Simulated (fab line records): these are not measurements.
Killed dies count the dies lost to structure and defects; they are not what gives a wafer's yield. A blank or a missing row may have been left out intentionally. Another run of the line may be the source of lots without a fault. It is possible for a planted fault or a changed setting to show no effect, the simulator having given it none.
fab line records	flow sky130
record: lots: 6	wafers: 18	last-day: 51
route steps=708 shown VIA3@582 METAL4@598 CAP2M@603 PAD_OPEN@708
lots that met no fault: from a run of the same line without faults
start-h: hours from the record's first day to the start of the lot's first wafer shown	wait-h: how many hours have passed since the lot's step before this one	" unchanged from the row above	L1.1+2: one row covering several wafers at once	- no value present, or no start provided	* or withheld: withheld	< > ~ a bound
route shown NAME@n: names a module that has steps shown in the file, with the first one's number in the route	usual: average and standard deviation across the fault-free wafers	same: alike in all rows	chamber/n: place in a boat	sites: per-site readings	_std_site: the values' standard deviation	_edge_site: the outer-site mean with the inner-site mean subtracted	radius-mm: how far each site lies from the wafer's centre	mask NAME#n: copy n	behind: the tool/chamber that last shaped the wafer	hold: cause of the lot's hold/its duration in hours/its outcome	device: the n, p or np transistor that did not switch	end of line: the tests these same wafers got at the end of their route	for a step that has no rows: nothing shown but its recipe	killed: count of dies lost to structure and defects at first sort (not the wafer's yield)	map: the dies of a wafer, with x for killed, . for not killed, _ for no die there
set.NAME: the setting the step ran with; set.NAME@STEP: the setting that earlier step ran with	model.NAME: the simulator's own value behind a step, which no gauge read
lots at selected steps of the route; one table per step, one row per wafer
services: from which hour (start-h, from the record's first day; less than 0 if before it) a tool's chamber was out of use, for how many hours, and why
== steps ==
step: SKY_VIA3_EXPOSE_09
recipe: mask-id: VIM3	na: 0.8	source-shape: annular	sigma-inner: 0.55	sigma-outer: 0.85	target-cd-nm: 200	dose-mj: 38
step: SKY_VIA3_PEB_10
recipe: peb-temp-c: withheld	peb-time-s: withheld	resist: KrF-thick
step: SKY_VIA3_DEVELOP_11
recipe: develop-time-s: 60	resist: KrF-thick	dev-temp-c: 21
step: SKY_VIA3_CD_MEAS_12
recipe: target-cd-nm: 200
usual: cd-nm: 200.4/1.4
lot.wafer	tool	chamber	start-h	wait-h	cd-nm
L899.2	cd-sem-01	-	991.17	-	198.5
L899.3	"	-	"	"	198.8
L899.4	"	-	"	"	198.8
L901.1	cd-sem-01	-	1004.13	-	201.6
L901.5	"	-	"	"	200.9
L901.6	"	-	"	"	201.2
L904.1	cd-sem-01	-	1032.88	-	201.7
L904.2	"	-	"	"	201.1
L904.3	"	-	"	"	201.8
L905.1	cd-sem-01	-	1039.30	-	201.7
L905.5	"	-	"	"	201.3
L905.6	"	-	"	"	201.1
L915.2	cd-sem-01	-	1095.02	-	199.0
L915.4	"	-	"	"	197.4
L915.5	"	-	"	"	197.7
L917.3	cd-sem-02	-	1100.97	-	201.6
L917.4	"	-	"	"	199.8
L917.6	"	-	"	"	201.6
step: SKY_VIA3_OVL_MEAS_13
usual: VIA3_OVL: 0/5
lot.wafer	tool	chamber	start-h	wait-h	VIA3_OVL[nm]
L899.2	overlay-02	-	991.27	0.1	6
L899.3	"	-	"	"	-4
L899.4	"	-	"	"	6
L901.1	overlay-02	-	1004.25	0.1	6
L901.5	"	-	"	"	7
L901.6	"	-	"	"	2
L904.1	overlay-01	-	1033.00	0.1	4
L904.2	"	-	"	"	6
L904.3	"	-	"	"	3
L905.1	overlay-01	-	1039.42	0.1	-1
L905.5	"	-	"	"	-5
L905.6	"	-	"	"	3
L915.2	overlay-01	-	1095.12	0.1	6
L915.4	"	-	"	"	0
L915.5	"	-	"	"	0
L917.3	overlay-01	-	1101.07	0.1	-4
L917.4	"	-	"	"	2
L917.6	"	-	"	"	-5
step: SKY_VIA3_ETCH_14
recipe: chemistry: N2/H2	target: BARC	ion-energy-ev: 200	source-w: 500	bias-w: 100	pressure-mtorr: 30	n2-flow-sccm: 100	h2-flow-sccm: 200	stop-on: SiO2	time-s: 45.9	target-depth-a: 600
step: SKY_VIA3_ETCH_15
recipe: target: SiO2	chemistry: C4F8/O2/Ar	target-depth-nm: 507	stop-on: TiN	mask-material: KrF-thick	source-w: 1500	bias-w: 1200	pressure-mtorr: 40	c4f8-flow-sccm: withheld	O2_flow_sccm: 6	Ar_flow_sccm: 300	time-s: 78
usual: oes-product-au: 0.946/0.0048
lot.wafer	tool	chamber	start-h	wait-h	oes-product-au	rf-hours-counter-h
L899.2	rie-diel-04	3	991.34	0.0	0.948	5
L899.3	"	1	"	"	0.943	9
L899.4	"	2	"	"	0.944	18
L901.1	rie-diel-01	2	1004.33	0.0	0.955	9
L901.5	"	0	"	"	0.953	-
L901.6	"	3	"	"	0.945	-
L904.1	rie-diel-04	2	1033.08	0.0	0.952	18
L904.2	"	1	"	"	0.946	9
L904.3	"	3	"	"	0.946	5
L905.1	rie-diel-01	3	1039.50	0.0	0.947	17
L905.5	"	2	"	"	0.947	-
L905.6	"	1	"	"	0.947	-
L915.2	rie-diel-02	0	1095.19	0.0	0.944	18
L915.4	"	2	"	"	0.942	16
L915.5	"	1	"	"	0.945	-
L917.3	rie-diel-01	1	1101.13	0.0	0.942	4
L917.4	"	0	"	"	0.947	20
L917.6	"	1	"	"	0.942	-
step: SKY_VIA3_STRIP_16
recipe: chemistry: O2/N2	power-w: 1400	pressure-mtorr: 1500	platen-temp-c: withheld	o2-flow-sccm: 3000	n2-flow-sccm: 300	overash-fraction: 0.5
step: SKY_VIA3_STRIP_17
recipe: chemistry: post-etch-residue-remover	time-s: 1200	temp-c: 72.5
step: SKY_VIA3_CLEAN_18
recipe: chemistry: IPA	time-s: 180	temp-c: 25
step: SKY_VIA3_CLEAN_19
recipe: chemistry: O3/DIW	dry: n2-spin
step: SKY_VIA3_SPUTTER_20
recipe: material: TiN	target-thk-nm: 20	chamber-pressure-pa: 5	power-w: 4000	time-s: 80
step: SKY_VIA3_CVD_21
recipe: material: W	target-thk-nm: 390	time-s: 117.31	temp-c: 400	pressure-torr: 40
usual: heater-power-w: 898/90
lot.wafer	tool	chamber	start-h	wait-h	heater-power-w
L899.2	cvd-w-02	0	992.06	0.0	725
L899.3	"	0	"	"	744
L899.4	"	1	"	"	898
L901.1	cvd-w-01	0	1005.04	0.0	976
L901.5	"	1	"	"	910
L901.6	"	0	"	"	1007
L904.1	cvd-w-01	1	1033.81	0.0	889
L904.2	"	0	"	"	1005
L904.3	"	1	"	"	917
L905.1	cvd-w-01	1	1040.22	0.0	887
L905.5	"	1	"	"	895
L905.6	"	0	"	"	1006
L915.2	cvd-w-01	0	1096.00	0.0	1008
L915.4	"	1	"	"	899
L915.5	"	1	"	"	908
L917.3	cvd-w-02	0	1101.89	0.1	748
L917.4	"	1	"	"	897
L917.6	"	0	"	"	761
step: SKY_VIA3_RS_MEAS_22
recipe: thk-meas-gauge: four-point-probe	reads: W_of_VIA3_CVD_21+TiN_of_VIA3_SPUTTER_20
usual: VIA3_W_RS: 0.2933/0.0027
lot.wafer	tool	chamber	start-h	wait-h	VIA3_W_RS[ohm/sq]
L899.2	film-metro-03	-	992.20	0.1	0.2923
L899.3	"	-	"	"	0.2891
L899.4	"	-	"	"	0.2906
L901.1	film-metro-03	-	1005.17	0.1	0.2891
L901.5	"	-	"	"	0.2894
L901.6	"	-	"	"	0.2907
L904.1	film-metro-03	-	1033.93	0.1	0.2934
L904.2	"	-	"	"	0.2945
L904.3	"	-	"	"	0.2928
L905.1	film-metro-02	-	1040.34	0.1	0.2976
L905.5	"	-	"	"	0.2943
L905.6	"	-	"	"	0.2968
L915.2	film-metro-01	-	1096.14	0.1	0.2958
L915.4	"	-	"	"	0.2950
L915.5	"	-	"	"	0.2935
L917.3	film-metro-02	-	1102.01	0.1	0.2935
L917.4	"	-	"	"	0.2924
L917.6	"	-	"	"	0.2919
step: SKY_VIA3_THK_MEAS_23
recipe: thk-meas-gauge: xrf	reads: W_of_VIA3_CVD_21
usual: VIA3_W_THK: 404/5.8
lot.wafer	tool	chamber	start-h	wait-h	VIA3_W_THK[nm]
L899.2	film-metro-03	-	992.31	0.1	396
L899.3	"	-	"	"	401
L899.4	"	-	"	"	399
L901.1	film-metro-03	-	1005.29	0.1	400
L901.5	"	-	"	"	401
L901.6	"	-	"	"	401
L904.1	film-metro-03	-	1034.05	0.1	395
L904.2	"	-	"	"	396
L904.3	"	-	"	"	398
L905.1	film-metro-02	-	1040.46	0.1	396
L905.5	"	-	"	"	400
L905.6	"	-	"	"	400
L915.2	film-metro-01	-	1096.25	0.1	405
L915.4	"	-	"	"	410
L915.5	"	-	"	"	412
L917.3	film-metro-02	-	1102.11	0.1	405
L917.4	"	-	"	"	409
L917.6	"	-	"	"	410
step: SKY_VIA3_CMP_24
recipe: stop-on: SiO2	t-overpolish-s: 20	down-force-psi: 3.5	platen-rpm: 60	target-thk-nm: 0	pad-velocity-m-s: 0.94248
step: SKY_METAL4_SPUTTER_00
recipe: material: Ti	target-thk-nm: 15	power-w: 3000	time-s: 10	chamber-pressure-pa: 0.4
step: SKY_METAL4_SPUTTER_01
recipe: material: TiN	target-thk-nm: 20	power-w: 6500	time-s: 16.7	chamber-pressure-pa: 0.4
usual: throttle-valve-pct: 30.2/1.2
lot.wafer	tool	chamber	start-h	wait-h	throttle-valve-pct
L899.2	pvd-sputter-01	-	992.68	0.0	31.4
L899.3	"	-	"	"	31.5
L899.4	"	-	"	"	31.4
L901.1	pvd-sputter-02	-	1005.67	0.0	30.5
L901.5	"	-	"	"	30.6
L901.6	"	-	"	"	28.6
L904.1	pvd-sputter-02	-	1034.43	0.0	28.9
L904.2	"	-	"	"	30.0
L904.3	"	-	"	"	30.6
L905.1	pvd-sputter-03	-	1040.99	0.0	29.7
L905.5	"	-	"	"	27.9
L905.6	"	-	"	"	27.9
L915.2	pvd-sputter-03	-	1096.62	0.0	30.2
L915.4	"	-	"	"	28.1
L915.5	"	-	"	"	29.9
L917.3	pvd-sputter-01	-	1102.47	0.0	31.2
L917.4	"	-	"	"	31.1
L917.6	"	-	"	"	31.0
step: SKY_METAL4_SPUTTER_02
recipe: material: AlCu	target-thk-nm: 735	power-w: 10600	time-s: 39.1	chamber-pressure-pa: 0.4
step: SKY_METAL4_SPUTTER_03
recipe: material: Ti	target-thk-nm: 5	power-w: 3000	time-s: 3.3	chamber-pressure-pa: 0.4
usual: throttle-valve-pct: 30.2/1.2
lot.wafer	tool	chamber	start-h	wait-h	throttle-valve-pct
L899.2	pvd-sputter-01	-	992.75	0.0	31.2
L899.3	"	-	"	"	32.0
L899.4	"	-	"	"	31.3
L901.1	pvd-sputter-02	-	1005.73	0.0	30.4
L901.5	"	-	"	"	30.7
L901.6	"	-	"	"	28.6
L904.1	pvd-sputter-02	-	1034.50	0.0	28.5
L904.2	"	-	"	"	29.9
L904.3	"	-	"	"	30.5
L905.1	pvd-sputter-03	-	1041.06	0.0	30.1
L905.5	"	-	"	"	28.0
L905.6	"	-	"	"	28.1
L915.2	pvd-sputter-03	-	1096.69	0.0	30.0
L915.4	"	-	"	"	27.9
L915.5	"	-	"	"	29.7
L917.3	pvd-sputter-01	-	1102.53	0.0	31.3
L917.4	"	-	"	"	31.2
L917.6	"	-	"	"	31.0
step: SKY_METAL4_SPUTTER_04
recipe: material: TiN	target-thk-nm: 70	power-w: 6500	time-s: 58.3	chamber-pressure-pa: 0.4
step: SKY_CAP2M_CVD_00
recipe: material: SiO2	target-thk-nm: 15.5	temp-c: 400	time-s: withheld	rf-w: 450
step: SKY_CAP2M_THK_MEAS_01
recipe: reads: SiO2_of_CAP2M_CVD_00
usual: CAP2M_CVD_00_THK: 15.60/0.24
lot.wafer	tool	chamber	start-h	wait-h	CAP2M_CVD_00_THK[nm]
L899.2	film-metro-02	-	992.85	-	15.69
L899.3	"	-	"	"	15.55
L899.4	"	-	"	"	15.76
L901.1	film-metro-03	-	1005.83	-	15.21
L901.5	"	-	"	"	15.28
L901.6	"	-	"	"	15.52
L904.1	film-metro-02	-	1034.60	-	15.46
L904.2	"	-	"	"	15.40
L904.3	"	-	"	"	15.41
L905.1	film-metro-02	-	1041.17	-	14.92
L905.5	"	-	"	"	15.41
L905.6	"	-	"	"	15.76
L915.2	film-metro-03	-	1096.79	-	15.46
L915.4	"	-	"	"	15.74
L915.5	"	-	"	"	15.86
L917.3	film-metro-04	-	1102.64	-	15.48
L917.4	"	-	"	"	15.84
L917.6	"	-	"	"	15.61
step: SKY_CAP2M_SPUTTER_02
recipe: material: TiN	target-thk-nm: 200	temp-c: 300	power-w: 6500	time-s: 166.7	chamber-pressure-pa: 0.4
usual: throttle-valve-pct: 29.8/1
lot.wafer	tool	chamber	start-h	wait-h	throttle-valve-pct
L899.2	pvd-sputter-04	-	992.90	0.0	30.4
L899.3	"	-	"	"	29.9
L899.4	"	-	"	"	28.6
L901.1	pvd-sputter-04	-	1005.89	0.1	29.7
L901.5	"	-	"	"	28.6
L901.6	"	-	"	"	29.5
L904.1	pvd-sputter-01	-	1034.66	0.1	31.0
L904.2	"	-	"	"	31.1
L904.3	"	-	"	"	31.4
L905.1	pvd-sputter-03	-	1041.23	0.1	30.3
L905.5	"	-	"	"	29.8
L905.6	"	-	"	"	30.0
L915.2	pvd-sputter-01	-	1096.84	0.0	31.0
L915.4	"	-	"	"	31.6
L915.5	"	-	"	"	31.2
L917.3	pvd-sputter-04	-	1102.68	0.0	28.6
L917.4	"	-	"	"	29.5
L917.6	"	-	"	"	30.1
step: SKY_CAP2M_RS_MEAS_03
recipe: thk-meas-gauge: four-point-probe	reads: TiN_of_CAP2M_SPUTTER_02
usual: CAP2M_TIN_RS: 6.91/0.08
lot.wafer	tool	chamber	start-h	wait-h	CAP2M_TIN_RS[ohm/sq]
L899.2	film-metro-03	-	993.02	0.1	6.99
L899.3	"	-	"	"	7.08
L899.4	"	-	"	"	6.91
L901.1	film-metro-02	-	1006.00	0.1	6.93
L901.5	"	-	"	"	6.85
L901.6	"	-	"	"	6.93
L904.1	film-metro-03	-	1034.77	0.1	6.90
L904.2	"	-	"	"	6.93
L904.3	"	-	"	"	6.84
L905.1	film-metro-04	-	1041.35	0.1	6.97
L905.5	"	-	"	"	6.87
L905.6	"	-	"	"	6.95
L915.2	film-metro-03	-	1096.97	0.1	6.92
L915.4	"	-	"	"	6.81
L915.5	"	-	"	"	6.93
L917.3	film-metro-03	-	1102.83	0.1	6.96
L917.4	"	-	"	"	7.06
L917.6	"	-	"	"	7.03
step: SKY_CAP2M_THK_MEAS_04
recipe: thk-meas-gauge: xrf	reads: TiN_of_CAP2M_SPUTTER_02
usual: CAP2M_TIN_THK: 199.3/2.4
lot.wafer	tool	chamber	start-h	wait-h	CAP2M_TIN_THK[nm]
L899.2	film-metro-03	-	993.13	0.1	196.1
L899.3	"	-	"	"	193.1
L899.4	"	-	"	"	198.6
L901.1	film-metro-02	-	1006.12	0.1	198.0
L901.5	"	-	"	"	200.6
L901.6	"	-	"	"	198.6
L904.1	film-metro-03	-	1034.89	0.1	198.6
L904.2	"	-	"	"	198.5
L904.3	"	-	"	"	201.7
L905.1	film-metro-04	-	1041.47	0.1	198.5
L905.5	"	-	"	"	200.6
L905.6	"	-	"	"	199.0
L915.2	film-metro-03	-	1097.08	0.1	198.7
L915.4	"	-	"	"	201.0
L915.5	"	-	"	"	197.7
L917.3	film-metro-03	-	1102.93	0.1	197.1
L917.4	"	-	"	"	194.3
L917.6	"	-	"	"	195.4
step: SKY_CAP2M_DEHYDRATE_05
recipe: temp-c: 200	time-s: 60
step: SKY_CAP2M_HMDS_06
recipe: prime-time-s: 60	prime-temp-c: 120
step: SKY_CAP2M_COAT_07
recipe: resist: NOVOLAK	spin-rpm: 3000	resist-thk-nm: 1140
step: SKY_CAP2M_SOFTBAKE_08
recipe: temp-c: 90	time-s: 60	resist: NOVOLAK
step: SKY_CAP2M_EXPOSE_09
recipe: mask-id: CAP2M	na: 0.6	source-shape: conventional	sigma-outer: 0.6	polarization: unpolarized	target-cd-nm: 1000	dose-mj: 159
step: SKY_CAP2M_PEB_10
recipe: temp-c: withheld	time-s: *	resist: NOVOLAK
step: SKY_CAP2M_DEVELOP_11
recipe: resist: NOVOLAK	developer: TMAH	develop-time-s: 60	dev-temp-c: 23
step: SKY_CAP2M_OVL_MEAS_12
usual: CAP2M_OVL: 1.2/1.2
lot.wafer	tool	chamber	start-h	wait-h	CAP2M_OVL[nm]
L899.2	overlay-02	-	1016.95	0.1	1.9
L899.3	"	-	"	"	0.3
L899.4	"	-	"	"	2.3
L901.1	overlay-02	-	1029.21	0.1	0.4
L901.5	"	-	"	"	0.5
L901.6	"	-	"	"	0.3
L904.1	overlay-02	-	1057.37	0.1	-0.3
L904.2	"	-	"	"	0.5
L904.3	"	-	"	"	0.4
L905.1	overlay-01	-	1063.67	0.1	0.3
L905.5	"	-	"	"	-0.3
L905.6	"	-	"	"	0.9
L915.2	overlay-02	-	1117.52	0.1	0.2
L915.4	"	-	"	"	0.2
L915.5	"	-	"	"	0.7
L917.3	overlay-02	-	1123.51	0.1	2.9
L917.4	"	-	"	"	1.3
L917.6	"	-	"	"	2.1
step: SKY_CAP2M_METAL_ETCH_13
recipe: target-depth-nm: 220	stop-on: SiO2	chemistry: Cl2/BCl3	target: TiN	pressure-mtorr: 10	icp-w: 900	bias-w: 48.5	Cl2_flow_sccm: 60	bcl3-flow-sccm: 30	time-s: 62.9
usual: drypump-motor-current-A: 5.6/0.47	he-backside-leak-sccm: 3.3/0.31	oes-product-au: 0.941/0.0073	throttle-valve-pct: 21.902/0.0098
lot.wafer	tool	chamber	start-h	wait-h	drypump-motor-current-A	he-backside-leak-sccm	oes-product-au	rf-hours-counter-h	throttle-valve-pct
L899.2	rie-metal-02	1	1016.98	0.0	5.6	3.3	0.937	13	21.897
L899.3	"	1	"	"	5.6	3.3	0.921	-	21.898
L899.4	"	0	"	"	6.1	3.2	0.942	-	21.926
L901.1	rie-metal-02	0	1029.25	0.0	6.1	3.0	0.938	6	21.909
L901.5	"	1	"	"	5.6	3.2	0.944	-	21.884
L901.6	"	0	"	"	6.1	3.2	0.939	-	21.890
L904.1	rie-metal-02	1	1057.40	0.0	5.6	3.1	0.951	16	21.910
L904.2	"	1	"	"	5.6	3.1	0.938	-	21.909
L904.3	"	1	"	"	5.6	3.0	0.945	-	21.906
L905.1	rie-metal-01	1	1063.70	0.0	5.3	3.4	0.937	23	21.896
L905.5	"	1	"	"	5.3	3.3	0.941	-	21.896
L905.6	"	1	"	"	5.3	3.2	0.942	-	21.899
L915.2	rie-metal-01	1	1117.58	0.0	5.3	3.1	0.938	-	21.897
L915.4	"	1	"	"	5.3	3.4	0.952	-	21.890
L915.5	"	1	"	"	5.3	3.3	0.941	-	21.915
L917.3	rie-metal-02	1	1123.56	0.0	5.6	3.4	0.943	-	21.890
L917.4	"	0	"	"	6.1	3.3	0.936	-	21.915
L917.6	"	1	"	"	5.6	3.3	0.932	-	21.907
step: SKY_CAP2M_STRIP_14
recipe: chemistry: O2/N2	power-w: 1400	pressure-mtorr: 1500	platen-temp-c: withheld	o2-flow-sccm: 3000	n2-flow-sccm: 300	overash-fraction: 0.5
step: SKY_CAP2M_STRIP_15
recipe: chemistry: post-etch-residue-remover	time-s: 1200	temp-c: 72.5
step: SKY_CAP2M_CLEAN_16
recipe: chemistry: IPA	time-s: 180	temp-c: 25
step: SKY_CAP2M_CLEAN_17
recipe: chemistry: O3/DIW	dry: n2-spin
step: SKY_METAL4_DEHYDRATE_05
recipe: temp-c: 200	time-s: 60
step: SKY_METAL4_HMDS_06
recipe: prime-time-s: 60	prime-temp-c: 120
step: SKY_METAL4_COAT_07
recipe: resist: BARC	temp-c: withheld	time-s: withheld	spin-rpm: 3000	resist-thk-nm: 60
step: SKY_PAD_OPEN_PROBE_99
usual: defect-limited-yield: 82.6/1.7	killed_at_M0_to_M3: 43/7	killed_at_M4_up: 3.1/1.5	killed-at-contacts: 23/4.9	killed-at-front-end: 16/3.9	killed-at-other: 0.3/0.52	killed-dies: 86/8.2	killed-open: 47/6.1	killed-short: 38/5.8	sort_bin_3_pad_short: 0.8/0.41	sort_bin_5_function: 10.2/1.3	sort_bin_6_memory: 6.4/1.1	sort-n-pass: 406/8.2	sort-yield-pct: 82.6/1.7
same: gross-dies: 492	killed-at-back-side: 0	sort_bin_4_leakage[%]: 0	sort_bin_8_speed[%]: 0
lot.wafer	tool	chamber	start-h	wait-h	defect-limited-yield[%]	killed_at_M0_to_M3	killed_at_M4_up	killed-at-contacts	killed-at-front-end	killed-at-other	killed-dies	killed-open	killed-short	sort_bin_3_pad_short[%]	sort_bin_5_function[%]	sort_bin_6_memory[%]	sort-n-pass	sort-yield-pct[%]	model.etest.tester.sort-n-pass	model.etest.tester.sort-yield-pct	model.etest.tester.sort_bin_5_pct	model.etest.tester.sort_bin_3_pct
L901.1	prober-02	-	1144.42	0.1	82.9	35	2	19	28	0	84	40	44	0.6	9.3	7.1	408	82.9	408	82.93	9.35	0.6098
L901.5	prober-02	-	1144.62	0.2	82.3	43	2	17	24	1	87	58	29	0.6	12.0	5.1	405	82.3	405	82.32	11.99	0.6098
L901.6	prober-02	-	1144.67	0.2	79.5	59	2	20	20	0	101	54	47	1.4	11.4	7.7	391	79.5	391	79.47	11.38	1.423
L904.1	prober-01	-	1166.97	0.1	70.1	100	3	28	15	1	147	42	44	4.9	19.1	5.9	345	70.1	345	70.12	19.11	4.878
L904.2	prober-01	-	1167.02	0.1	73.6	86	3	24	17	0	130	42	30	3.5	15.9	7.1	362	73.6	362	73.58	15.85	3.455
L904.3	prober-01	-	1167.07	0.2	70.5	114	3	16	11	1	145	37	42	3.0	18.5	7.9	347	70.5	347	70.53	18.5	3.049
L905.1	prober-01	-	1175.08	0.1	73.4	95	3	23	10	0	131	41	23	5.5	13.6	7.5	361	73.4	361	73.37	13.62	5.488
L905.5	prober-01	-	1175.28	0.2	72.4	102	2	21	11	0	136	44	27	4.9	15.0	7.7	356	72.4	356	72.36	15.04	4.878
L905.6	prober-01	-	1175.33	0.2	73.2	79	6	32	14	1	132	44	34	2.6	17.7	6.5	360	73.2	360	73.17	17.68	2.642
L915.2	prober-01	-	1219.60	0.1	80.1	52	4	30	12	0	98	65	31	0.8	12.2	6.9	394	80.1	394	80.08	12.2	0.813
L915.4	prober-01	-	1219.70	0.2	82.7	45	4	22	14	0	85	38	46	1.4	10.6	5.3	407	82.7	407	82.72	10.57	1.423
L915.5	prober-01	-	1219.75	0.2	82.1	41	2	28	17	0	88	55	32	0.4	11.6	5.9	404	82.1	404	82.11	11.59	0.4065
L917.3	prober-02	-	1223.25	0.2	83.1	34	4	26	19	0	83	40	43	1.0	8.5	7.3	409	83.1	409	83.13	8.537	1.016
L917.4	prober-02	-	1223.30	0.2	82.3	46	2	25	14	0	87	48	39	1.6	9.3	6.7	405	82.3	405	82.32	9.35	1.626
L917.6	prober-02	-	1223.40	0.2	83.3	48	5	19	10	0	82	40	42	0.4	10.0	6.3	410	83.3	410	83.33	9.959	0.4065
killed by level:class
L901.1 FIELD_ISO:geometric-particle:short=9 CONTACT:geometric-particle:open=8 VIA1:geometric-particle:open=6 METAL2:geometric-particle:short=6 VIA2:geometric-particle:open=5 VIA3:geometric-particle:open=5 FIELD_ISO:geometric-particle:open=4 LI_CONTACT:geometric-particle:open=4
L901.5 VIA1:geometric-particle:open=15 CONTACT:geometric-particle:open=10 VIA2:geometric-particle:open=8 LI_CONTACT:geometric-particle:open=7 METAL2:geometric-particle:short=5 FIELD_ISO:geometric-particle:open=4 FIELD_ISO:geometric-particle:short=4 VIA3:geometric-particle:open=4
L901.6 VIA1:geometric-particle:open=14 VIA3:geometric-particle:open=10 METAL2:geometric-particle:short=8 CONTACT:geometric-particle:open=8 FIELD_ISO:geometric-particle:short=7 VIA2:geometric-particle:short=7 METAL1:geometric-particle:short=7 VIA2:geometric-particle:open=6
L904.1 VIA3:unspecified=58 CONTACT:geometric-particle:open=9 LI_CONTACT:geometric-particle:short=8 LI_CONTACT:geometric-particle:open=7 VIA2:geometric-particle:open=6 VIA1:geometric-particle:short=6 VIA1:geometric-particle:open=6 METAL2:geometric-particle:short=5
L904.2 VIA3:unspecified=57 CONTACT:geometric-particle:open=9 VIA1:geometric-particle:open=7 FIELD_ISO:geometric-particle:open=6 LI_CONTACT:geometric-particle:open=6 CONTACT:geometric-particle:short=6 METAL3:geometric-particle:short=5 VIA1:geometric-particle:short=4
L904.3 VIA3:unspecified=66 VIA1:geometric-particle:open=13 VIA3:geometric-particle:open=7 METAL3:geometric-particle:short=7 METAL2:geometric-particle:short=5 VIA2:geometric-particle:open=5 POLY_GATE:geometric-particle:short=4 CONTACT:geometric-particle:open=4
L905.1 VIA3:unspecified=67 CONTACT:geometric-particle:open=10 LI_CONTACT:geometric-particle:open=7 VIA1:geometric-particle:open=7 CONTACT:geometric-particle:short=5 FIELD_ISO:geometric-particle:short=4 METAL1:geometric-particle:short=4 VIA2:geometric-particle:open=4
L905.5 VIA3:unspecified=65 LI_CONTACT:geometric-particle:open=10 VIA2:geometric-particle:open=9 VIA1:geometric-particle:open=9 LOCAL_INTERCONNECT:geometric-particle:short=6 VIA3:geometric-particle:short=4 FIELD_ISO:geometric-particle:open=3 VIA3:geometric-particle:open=3
L905.6 VIA3:unspecified=54 CONTACT:geometric-particle:open=11 LI_CONTACT:geometric-particle:open=8 METAL4:geometric-particle:short=6 LOCAL_INTERCONNECT:geometric-particle:short=5 VIA1:geometric-particle:open=5 VIA2:geometric-particle:open=5 CONTACT:geometric-particle:short=4
L915.2 VIA2:geometric-particle:open=13 CONTACT:geometric-particle:open=11 VIA1:geometric-particle:open=11 LI_CONTACT:geometric-particle:open=8 VIA3:geometric-particle:open=8 CONTACT:geometric-particle:short=7 METAL1:geometric-particle:short=6 METAL1:geometric-particle:open=4
L915.4 LOCAL_INTERCONNECT:geometric-particle:short=9 VIA3:geometric-particle:open=8 FIELD_ISO:geometric-particle:open=7 VIA1:geometric-particle:open=7 METAL1:geometric-particle:short=6 CONTACT:geometric-particle:open=5 VIA1:geometric-particle:short=5 VIA2:geometric-particle:short=5
L915.5 CONTACT:geometric-particle:open=13 VIA3:geometric-particle:open=9 VIA1:geometric-particle:open=9 FIELD_ISO:geometric-particle:short=7 LI_CONTACT:geometric-particle:open=7 FIELD_ISO:geometric-particle:open=5 METAL2:geometric-particle:short=5 VIA2:geometric-particle:open=5
L917.3 CONTACT:geometric-particle:open=11 METAL1:geometric-particle:short=8 LI_CONTACT:geometric-particle:open=6 LOCAL_INTERCONNECT:geometric-particle:short=6 METAL2:geometric-particle:short=5 POLY_GATE:geometric-particle:open=4 POLY_GATE:geometric-particle:short=4 VIA1:geometric-particle:open=4
L917.4 VIA1:geometric-particle:open=11 CONTACT:geometric-particle:open=9 METAL2:geometric-particle:short=7 LI_CONTACT:geometric-particle:open=6 CONTACT:geometric-particle:short=5 METAL1:geometric-particle:short=5 METAL3:geometric-particle:short=5 FIELD_ISO:geometric-particle:open=4
L917.6 VIA1:geometric-particle:open=14 METAL1:geometric-particle:short=10 LI_CONTACT:geometric-particle:open=7 CONTACT:geometric-particle:short=5 METAL4:geometric-particle:short=5 VIA1:geometric-particle:short=4 CONTACT:geometric-particle:open=4 VIA3:geometric-particle:open=4
map L904.1 (x killed, . not)
__________..x...x..._________
________.....x..x....._______
______.xx............x.._____
_____x...................____
____.x.xx.x.........x.....___
___x..x.x......x.x....x....__
__..xxx..x....x..........x.._
_.x........x..........x....x.
_......x......x..x..x.x..x...
_x.....x.....x......x.xxx.x..
_.......x....xx...xxxxxxxxx..
_....x...x...xx....xxxxxxxxxx
_..xxx......x....xxxxxxxxxxx.
_.......x......xx..xxxxxxxxx.
_.xx..x.........x.xxxxxxxxx..
__........x........x.xxxx..._
___.........x.x....x.xxxxxx__
____.x..x....xxx...x..xx..___
_____x....x.x......x....x____
______xx.x..x........x.x_____
________x....x........_______
__________...xx....._________
map L905.5 (x killed, . not)
__________...x.x...._________
________..xx.........._______
______x...........x....._____
_____...x........x....x.x____
____......x.......x...x.x.___
___.x............x......x..__
__...x.............x...x...._
_x....x....x.....x.x...x.....
_........x...xx..x..x....x.x.
_.x.......x.....x.xx.xxxx..xx
_.........x..x....x.xxxxxxxxx
_...x.............x.xxxxxxxx.
_.......x........xxxxxxxxxxxx
_.x...x.x.......xxxxxxxxxxx.x
_.......x.......x.xxxxxxxxxx.
__...............x.xxxxxxxxx_
___....x..........xxxxxxx..__
____..........x...x..x...x___
_____........x.....xx....____
______xx................_____
________...........x.._______
__________......x..x_________
== services ==
tool	chamber	start-h	hours	kind
pvd-sputter-02	-	970.14	3.6	repair
rie-diel-02	2	973.79	5.5	repair
cvd-w-01	1	980.40	10.8	repair
rie-metal-01	-	980.78	15.6	pm
rie-diel-01	1	981.50	-	clean
rie-diel-01	1	981.50	14.6	scheduled-down
cvd-w-01	-	986.69	6.9	pm
rie-diel-04	-	995.91	28.1	pm
rie-metal-01	0	1003.49	132.3	repair
rie-diel-02	1	1008.17	4.5	repair
rie-diel-02	0	1019.00	6.7	repair
pvd-sputter-03	-	1019.54	3.4	repair
rie-metal-01	-	1024.85	2.8	pm
rie-metal-01	-	1028.09	14.6	pm
rie-diel-02	-	1034.17	2.2	repair
pvd-sputter-01	-	1037.97	3.9	repair
rie-metal-02	0	1052.98	8.8	repair
rie-diel-01	-	1055.57	2.8	pm
rie-diel-01	3	1061.10	19.4	repair
cvd-w-02	0	1089.60	3.8	repair
rie-metal-01	1	1101.61	8.2	repair
rie-diel-04	1	1106.86	2.0	repair
rie-diel-04	3	1111.77	3.2	repair
cvd-w-02	1	1121.80	8.5	repair
== key ==
first-sign: step: SKY_PAD_OPEN_PROBE_99	reading: sort_bin_3_pad_short	direction: up	sigmas: 7.9	usual: 0.8	struck: 4.1
effect: step: SKY_PAD_OPEN_PROBE_99	reading: killed_at_M0_to_M3	direction: up	sigmas: 7.5	usual: 43	struck: 96
model-effect: step: SKY_PAD_OPEN_PROBE_99	value: etest.tester.sort-n-pass	without: 408.3	struck: 355.2
met-at SKY_VIA3_CVD_21
struck-wafers L904.1,L904.2,L904.3,L905.1,L905.5,L905.6
onset-between 1005.04 1033.81
fault: kind: chamber-particle-source	tool: cvd-w-01	chamber: -	onset-h: 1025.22	steps: SKY_VIA3_CVD_21	rate-per-visit-cm2: 1.5567	end-h: 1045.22
